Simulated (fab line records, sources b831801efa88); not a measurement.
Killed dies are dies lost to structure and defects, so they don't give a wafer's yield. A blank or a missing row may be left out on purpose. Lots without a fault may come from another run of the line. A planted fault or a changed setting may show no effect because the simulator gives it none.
Which tool did it? | flow sky130 | 24 lots, 72 wafers sampled, at 6 steps of a route of 708

WHAT THE GAUGES READ, wafer by wafer
SKY_VT_ADJUST_HVTR_OVL_MEAS_08.
lot  | measured     | on         | VT_ADJUST_HVTR_OVL (nm)
L074 | day 9 11:44  | overlay-02 | -1.0 0.9 0.8
L075 | day 9 21:09  | overlay-01 | -1.2 -0.8 -1.1
L076 | day 10 04:11 | overlay-02 | 1.7 1.0 0.7
L077 | day 10 13:34 | overlay-02 | 0.8 0.2 -0.1
L078 | day 10 21:11 | overlay-02 | -0.6 -0.6 0.5
L079 | day 11 08:21 | overlay-02 | -1.7 -1.8 -0.3
L080 | day 11 09:38 | overlay-01 | 1.3 -1.1 0.0
L081 | day 11 20:14 | overlay-02 | -1.1 -2.0 -1.8
L082 | day 12 01:14 | overlay-02 | 0.8 1.2 1.6
L083 | day 12 04:44 | overlay-02 | -3.8 -2.6 -3.2
L084 | day 12 12:44 | overlay-01 | 3.4 3.4 -0.2
L085 | day 13 00:03 | overlay-01 | 0.7 -0.8 0.3
L086 | day 13 07:50 | overlay-02 | -3.0 -4.1 -3.4
L087 | day 13 13:08 | overlay-01 | 1.4 1.1 2.2
L088 | day 13 20:05 | overlay-01 | -0.8 1.2 1.4
L089 | day 14 02:03 | overlay-01 | 0.6 1.3 1.0
L090 | day 14 11:57 | overlay-02 | -0.1 -1.1 -1.5
L091 | day 14 20:21 | overlay-01 | -0.2 1.5 0.8
L092 | day 15 04:05 | overlay-01 | -0.7 -0.4 -0.2
L093 | day 15 08:18 | overlay-01 | 0.1 -0.4 -1.2
L094 | day 15 18:20 | overlay-01 | 1.0 1.5 2.1
L095 | day 15 23:08 | overlay-01 | 0.1 -2.3 0.3
L096 | day 16 04:12 | overlay-01 | 0.6 2.1 0.8
L097 | day 16 15:09 | overlay-01 | 0.7 0.6 -0.3

SKY_SD_P_TW_MEAS_11.
lot  | measured     | on            | SD_P_TW
L074 | day 25 12:46 | film_metro-01 | 2836 2852 2851
L075 | day 26 12:08 | film_metro-01 | 2845 2832 2849
L076 | day 26 16:16 | film_metro-01 | 2859 2845 2855
L077 | day 26 20:30 | film_metro-04 | 2840 2840 2834
L078 | day 27 07:16 | film_metro-01 | 2850 2847 2860
L079 | day 27 18:17 | film_metro-02 | 2839 2840 2840
L080 | day 27 20:07 | film_metro-02 | 2837 2838 2854
L081 | day 28 09:20 | film_metro-02 | 2837 2833 2834
L082 | day 28 21:31 | film_metro-02 | 2821 2833 2832
L083 | day 28 23:01 | film_metro-02 | 2826 2823 2833
L084 | day 29 07:43 | film_metro-04 | 2845 2845 2863
L085 | day 29 18:05 | film_metro-02 | 2832 2829 2835
L086 | day 30 01:55 | film_metro-02 | 2843 2846 2831
L087 | day 30 07:53 | film_metro-04 | 2851 2831 2841
L088 | day 30 14:40 | film_metro-02 | 2838 2833 2840
L089 | day 31 04:14 | film_metro-02 | 2831 2832 2827
L090 | day 31 07:32 | film_metro-02 | 2834 2827 2830
L091 | day 31 14:55 | film_metro-02 | 2822 2831 2835
L092 | day 31 19:20 | film_metro-02 | 2844 2851 2833
L093 | day 31 23:46 | film_metro-04 | 2843 2854 2845
L094 | day 32 07:32 | film_metro-02 | 2831 2839 2834
L095 | day 32 14:07 | film_metro-02 | 2839 2844 2839
L096 | day 32 20:44 | film_metro-02 | 2830 2839 2841
L097 | day 33 05:53 | film_metro-02 | 2859 2851 2865

WHICH TOOL RAN EACH LOT (tool, then ch and the chambers of the sampled wafers, then the start)
lot  | SKY_FIELD_ISO_ETCH_14             | SKY_VT_ADJUST_NCORE_STRIP_10         | SKY_LDD_LDN_STRIP_12                 | SKY_POLY_CUT_ETCH_10
L074 | rie_diel-04 ch 1,2,3, day 2 03:05 | plasma_asher-01 ch 0,1, day 8 14:23  | plasma_asher-03 ch 0,1, day 23 00:42 | rie_diel-04 ch 0,2,3, day 24 06:46
L075 | rie_diel-03 ch 1,2,3, day 2 10:20 | plasma_asher-02 ch 0,1, day 8 23:25  | plasma_asher-02 ch 0,1, day 23 22:14 | rie_diel-03 ch 0,1, day 25 06:05
L076 | rie_diel-04 ch 0,1,3, day 2 16:02 | plasma_asher-01 ch 0,1, day 9 06:19  | plasma_asher-03 ch 0,1, day 24 02:36 | rie_diel-02 ch 0,1,3, day 25 10:16
L077 | rie_diel-02 ch 0,2,3, day 2 20:06 | plasma_asher-04 ch 0,1, day 9 14:52  | plasma_asher-03 ch 0,1, day 24 06:43 | rie_diel-03 ch 1,2, day 25 14:26
L078 | rie_diel-03 ch 1,2,3, day 3 04:47 | plasma_asher-04 ch 0,1, day 9 22:27  | plasma_asher-02 ch 0,1, day 24 17:36 | rie_diel-04 ch 0,1,3, day 26 00:55
L079 | rie_diel-03 ch 0,2,3, day 3 09:26 | plasma_asher-01 ch 1, day 10 08:43   | plasma_asher-03 ch 0,1, day 25 04:39 | rie_diel-02 ch 2,3, day 26 12:08
L080 | rie_diel-02 ch 0,1,2, day 3 14:17 | plasma_asher-02 ch 0,1, day 10 10:10 | plasma_asher-03 ch 0,1, day 25 07:02 | rie_diel-03 ch 2,3, day 26 14:05
L081 | rie_diel-02 ch 1,2, day 3 19:53   | plasma_asher-02 ch 0,1, day 10 20:31 | plasma_asher-03 ch 0,1, day 25 20:18 | rie_diel-03 ch 1,2,3, day 27 03:37
L082 | rie_diel-04 ch 0,1,2, day 4 00:11 | plasma_asher-02 ch 1, day 11 01:07   | plasma_asher-03 ch 0,1, day 26 09:57 | rie_diel-04 ch 0,2,3, day 27 16:37
L083 | rie_diel-02 ch 1,2,3, day 4 04:02 | plasma_asher-02 ch 1, day 11 03:55   | plasma_asher-04 ch 0,1, day 26 10:38 | rie_diel-03 ch 0,2, day 27 18:19
L084 | rie_diel-03 ch 1,2,3, day 4 08:14 | plasma_asher-01 ch 0,1, day 11 12:43 | plasma_asher-02 ch 0,1, day 26 18:42 | rie_diel-02 ch 1,2, day 28 02:58
L085 | rie_diel-02 ch 0,2,3, day 4 15:35 | plasma_asher-01 ch 0,1, day 11 22:52 | plasma_asher-03 ch 0,1, day 27 07:00 | rie_diel-03 ch 2,3, day 28 13:49
L086 | rie_diel-04 ch 0,1,2, day 4 20:02 | plasma_asher-02 ch 0,1, day 12 07:07 | plasma_asher-02 ch 0,1, day 27 15:42 | rie_diel-04 ch 1,2, day 28 21:52
L087 | rie_diel-02 ch 0,1,2, day 5 01:23 | plasma_asher-04 ch 0,1, day 12 11:25 | plasma_asher-03 ch 1, day 27 21:03   | rie_diel-02 ch 0,2, day 29 03:16
L088 | rie_diel-03 ch 0,1,3, day 5 05:52 | plasma_asher-04 ch 0,1, day 12 18:40 | plasma_asher-03 ch 0,1, day 28 04:08 | rie_diel-02 ch 0,1,3, day 29 10:22
L089 | rie_diel-03 ch 0,2,3, day 5 10:17 | plasma_asher-04 ch 0,1, day 13 00:07 | plasma_asher-03 ch 0,1, day 28 19:36 | rie_diel-03 ch 0,1,2, day 30 00:34
L090 | rie_diel-02 ch 0,1, day 5 17:38   | plasma_asher-02 ch 0,1, day 13 09:27 | plasma_asher-02 ch 0,1, day 28 21:26 | rie_diel-02 ch 1,2, day 30 03:16
L091 | rie_diel-02 ch 0,1,3, day 6 03:17 | plasma_asher-01 ch 0,1, day 13 17:49 | plasma_asher-04 ch 0,1, day 29 04:23 | rie_diel-04 ch 0,1,3, day 30 10:43
L092 | rie_diel-04 ch 0,1,3, day 6 03:25 | plasma_asher-04 ch 0,1, day 14 00:40 | plasma_asher-03 ch 0,1, day 29 09:15 | rie_diel-02 ch 0,1,3, day 30 15:04
L093 | rie_diel-02 ch 1,2,3, day 6 08:29 | plasma_asher-02 ch 1, day 14 03:58   | plasma_asher-03 ch 0,1, day 29 14:18 | rie_diel-03 ch 1,2, day 30 20:04
L094 | rie_diel-02 ch 0,2,3, day 6 13:47 | plasma_asher-01 ch 0,1, day 14 14:40 | plasma_asher-02 ch 0,1, day 29 22:35 | rie_diel-03 ch 0,3, day 31 03:59
L095 | rie_diel-02 ch 0,1,2, day 6 18:59 | plasma_asher-02 ch 0,1, day 14 19:12 | plasma_asher-02 ch 0,1, day 30 05:54 | rie_diel-03 ch 0,2,3, day 31 11:23
L096 | rie_diel-03 ch 0,1,2, day 6 22:50 | plasma_asher-02 ch 0,1, day 15 00:35 | plasma_asher-03 ch 0,1, day 30 11:16 | rie_diel-03 ch 1,2, day 31 17:10
L097 | rie_diel-04 ch 0,3, day 7 04:05   | plasma_asher-04 ch 0,1, day 15 11:25 | plasma_asher-04 ch 0,1, day 30 22:16 | rie_diel-02 ch 0,2,3, day 32 02:41
- SKY_FIELD_ISO_ETCH_14: etches BARC in N2/H2, stops on SiO2, time 45.9 s, target depth 60 nm.
- SKY_VT_ADJUST_NCORE_STRIP_10: strips in O2/N2.
- SKY_LDD_LDN_STRIP_12: strips in O2/N2.
- SKY_POLY_CUT_ETCH_10: etches BARC in N2/H2, stops on SiO2, time 45.9 s, target depth 60 nm.

WHAT THE TOOLS THEMSELVES READ (means of the sampled wafers that have a number; where no wafer has one, the mark that the record gives instead)
SKY_FIELD_ISO_ETCH_14.
lot  | tool        | drypump_motor_current_A (A) | h2_flow_sccm (sccm) | oes_product_au (a.u.) | throttle_valve_pct (%)
L074 | rie_diel-04 | 5.9                         | 199.3               | 0.852                 | 13.223
L075 | rie_diel-03 | 5.8                         | 200.1               | 0.851                 | 13.224
L076 | rie_diel-04 | 5.9                         | 200.0               | 0.853                 | 13.232
L077 | rie_diel-02 | 5.7                         | 199.9               | 0.851                 | 13.217
L078 | rie_diel-03 | 5.8                         | 200.1               | 0.851                 | 13.230
L079 | rie_diel-03 | 5.7                         | 200.1               | 0.849                 | 13.212
L080 | rie_diel-02 | 5.9                         | 199.7               | 0.858                 | 13.220
L081 | rie_diel-02 | 6.4                         | 201.0               | 0.850                 | 13.218
L082 | rie_diel-04 | 5.8                         | 199.5               | 0.853                 | 13.228
L083 | rie_diel-02 | 6.1                         | 199.7               | 0.857                 | 13.233
L084 | rie_diel-03 | 5.8                         | 199.9               | 0.853                 | 13.218
L085 | rie_diel-02 | 5.6                         | 200.2               | 0.858                 | 13.224
L086 | rie_diel-04 | 5.8                         | 200.0               | 0.852                 | 13.231
L087 | rie_diel-02 | 5.9                         | 200.6               | 0.853                 | 13.220
L088 | rie_diel-03 | 5.9                         | 200.0               | 0.853                 | 13.233
L089 | rie_diel-03 | 5.7                         | 199.8               | 0.855                 | 13.218
L090 | rie_diel-02 | 5.5                         | 200.1               | 0.855                 | 13.227
L091 | rie_diel-02 | 5.6                         | 200.2               | 0.851                 | 13.222
L092 | rie_diel-04 | 5.9                         | 200.3               | 0.852                 | 13.227
L093 | rie_diel-02 | 6.1                         | 200.0               | 0.849                 | 13.227
L094 | rie_diel-02 | 5.7                         | 199.6               | 0.858                 | 13.229
L095 | rie_diel-02 | 5.9                         | 200.3               | 0.857                 | 13.225
L096 | rie_diel-03 | 5.7                         | 200.5               | 0.849                 | 13.225
L097 | rie_diel-04 | 6.0                         | 200.0               | 0.852                 | 13.227

SKY_VT_ADJUST_NCORE_STRIP_10.
lot  | tool            | drypump_motor_current_A (A) | oes_product_au (a.u.) | strip_time_to_endpoint_s (s)
L074 | plasma_asher-01 | 5.7                         | 0.719                 | 14.15
L075 | plasma_asher-02 | 5.6                         | 0.715                 | 14.18
L076 | plasma_asher-01 | 6.1                         | 0.717                 | 14.20
L077 | plasma_asher-04 | 5.4                         | 0.716                 | 14.14
L078 | plasma_asher-04 | 5.5                         | 0.713                 | 14.15
L079 | plasma_asher-01 | 6.5                         | 0.714                 | 14.18
L080 | plasma_asher-02 | 5.9                         | 0.717                 | 14.19
L081 | plasma_asher-02 | 5.6                         | 0.715                 | 14.16
L082 | plasma_asher-02 | 6.1                         | 0.714                 | 14.11
L083 | plasma_asher-02 | 6.1                         | 0.717                 | 14.20
L084 | plasma_asher-01 | 5.7                         | 0.717                 | 14.18
L085 | plasma_asher-01 | 6.1                         | 0.721                 | 14.20
L086 | plasma_asher-02 | 5.6                         | 0.709                 | 14.21
L087 | plasma_asher-04 | 5.2                         | 0.720                 | 14.17
L088 | plasma_asher-04 | 5.4                         | 0.717                 | 14.19
L089 | plasma_asher-04 | 5.2                         | 0.712                 | 14.15
L090 | plasma_asher-02 | 5.8                         | 0.714                 | 14.22
L091 | plasma_asher-01 | 6.1                         | 0.713                 | 14.17
L092 | plasma_asher-04 | 5.4                         | 0.716                 | 14.19
L093 | plasma_asher-02 | 6.1                         | 0.714                 | 14.18
L094 | plasma_asher-01 | 6.1                         | 0.720                 | 14.21
L095 | plasma_asher-02 | 5.8                         | 0.714                 | 14.17
L096 | plasma_asher-02 | 5.6                         | 0.713                 | 14.13
L097 | plasma_asher-04 | 5.3                         | 0.716                 | 14.19

SKY_LDD_LDN_STRIP_12.
lot  | tool            | drypump_motor_current_A (A) | oes_product_au (a.u.) | strip_time_to_endpoint_s (s)
L074 | plasma_asher-03 | 5.3                         | 0.717                 | 14.15
L075 | plasma_asher-02 | 5.6                         | 0.717                 | 14.18
L076 | plasma_asher-03 | 5.4                         | 0.721                 | 14.19
L077 | plasma_asher-03 | 5.4                         | 0.716                 | 14.17
L078 | plasma_asher-02 | 5.9                         | 0.718                 | 14.15
L079 | plasma_asher-03 | 5.3                         | 0.716                 | 14.16
L080 | plasma_asher-03 | 5.3                         | 0.715                 | 14.19
L081 | plasma_asher-03 | 5.5                         | 0.715                 | 14.25
L082 | plasma_asher-03 | 5.4                         | 0.718                 | 14.11
L083 | plasma_asher-04 | 5.4                         | 0.714                 | 14.15
L084 | plasma_asher-02 | 5.9                         | 0.718                 | 14.25
L085 | plasma_asher-03 | 5.3                         | 0.716                 | 14.18
L086 | plasma_asher-02 | 5.8                         | 0.712                 | 14.22
L087 | plasma_asher-03 | 5.1                         | 0.717                 | 14.22
L088 | plasma_asher-03 | 5.5                         | 0.714                 | 14.15
L089 | plasma_asher-03 | 5.3                         | 0.713                 | 14.13
L090 | plasma_asher-02 | 5.9                         | 0.722                 | 14.17
L091 | plasma_asher-04 | 5.2                         | 0.718                 | 14.18
L092 | plasma_asher-03 | 5.4                         | 0.713                 | 14.21
L093 | plasma_asher-03 | 5.3                         | 0.717                 | 14.18
L094 | plasma_asher-02 | 5.8                         | 0.720                 | 14.15
L095 | plasma_asher-02 | 5.6                         | 0.712                 | 14.14
L096 | plasma_asher-03 | 5.3                         | 0.716                 | 14.11
L097 | plasma_asher-04 | 5.2                         | 0.716                 | 14.17

SKY_POLY_CUT_ETCH_10.
lot  | tool        | drypump_motor_current_A (A) | h2_flow_sccm (sccm) | oes_product_au (a.u.) | throttle_valve_pct (%)
L074 | rie_diel-04 | 6.0                         | 199.8               | 0.851                 | 13.218
L075 | rie_diel-03 | 5.7                         | 200.2               | 0.859                 | 13.219
L076 | rie_diel-02 | 5.6                         | 199.9               | 0.854                 | 13.234
L077 | rie_diel-03 | 5.9                         | 200.1               | 0.857                 | 13.228
L078 | rie_diel-04 | 5.9                         | 199.7               | 0.854                 | 13.229
L079 | rie_diel-02 | 5.8                         | 199.7               | 0.855                 | 13.225
L080 | rie_diel-03 | 5.8                         | 199.8               | 0.855                 | 13.222
L081 | rie_diel-03 | 5.8                         | 200.4               | 0.851                 | 13.224
L082 | rie_diel-04 | 6.1                         | 199.9               | 0.856                 | 13.217
L083 | rie_diel-03 | 5.6                         | 199.9               | 0.856                 | 13.227
L084 | rie_diel-02 | 6.4                         | 200.2               | 0.855                 | 13.227
L085 | rie_diel-03 | 5.6                         | 200.1               | 0.853                 | 13.226
L086 | rie_diel-04 | 5.9                         | 199.9               | 0.862                 | 13.232
L087 | rie_diel-02 | 6.0                         | 199.6               | 0.854                 | 13.226
L088 | rie_diel-02 | 5.6                         | 199.6               | 0.855                 | 13.225
L089 | rie_diel-03 | 5.7                         | 199.8               | 0.856                 | 13.222
L090 | rie_diel-02 | 6.4                         | 199.8               | 0.859                 | 13.227
L091 | rie_diel-04 | 5.9                         | 199.9               | 0.851                 | 13.219
L092 | rie_diel-02 | 5.6                         | 200.2               | 0.852                 | 13.222
L093 | rie_diel-03 | 5.7                         | 199.7               | 0.853                 | 13.208
L094 | rie_diel-03 | 5.8                         | 200.3               | 0.849                 | 13.213
L095 | rie_diel-03 | 5.7                         | 199.9               | 0.854                 | 13.222
L096 | rie_diel-03 | 5.7                         | 199.6               | 0.858                 | 13.217
L097 | rie_diel-02 | 5.7                         | 200.0               | 0.855                 | 13.231

THE ANSWER, worked out from the rows above alone
Rule: what is usual is taken from the lots themselves. Put in order of their means at a reading, lots are off if they are a third of the lots or fewer, leave a main group of 4 or more, and stand apart from it by a gap of 3 or more times the standard deviation of the main group's means; of several such gaps the widest counts. A main group whose means are all the same, to the digits that the tables above print for the reading, isn't used. A lot without any number at a reading at which 4 lots or more have one is off too. The other lots that the step has rows for count as sound. The gauges are gone through in route order, then the tools' own readings, and for those a lot's mean is taken as printed above. The first step at which some lot is off is used, and at that step the reading that is off furthest; a lot without a number counts as furthest.
No lot is off at any reading shown: from this, nothing can be told.

WHAT THE SIMULATOR HAD PUT IN
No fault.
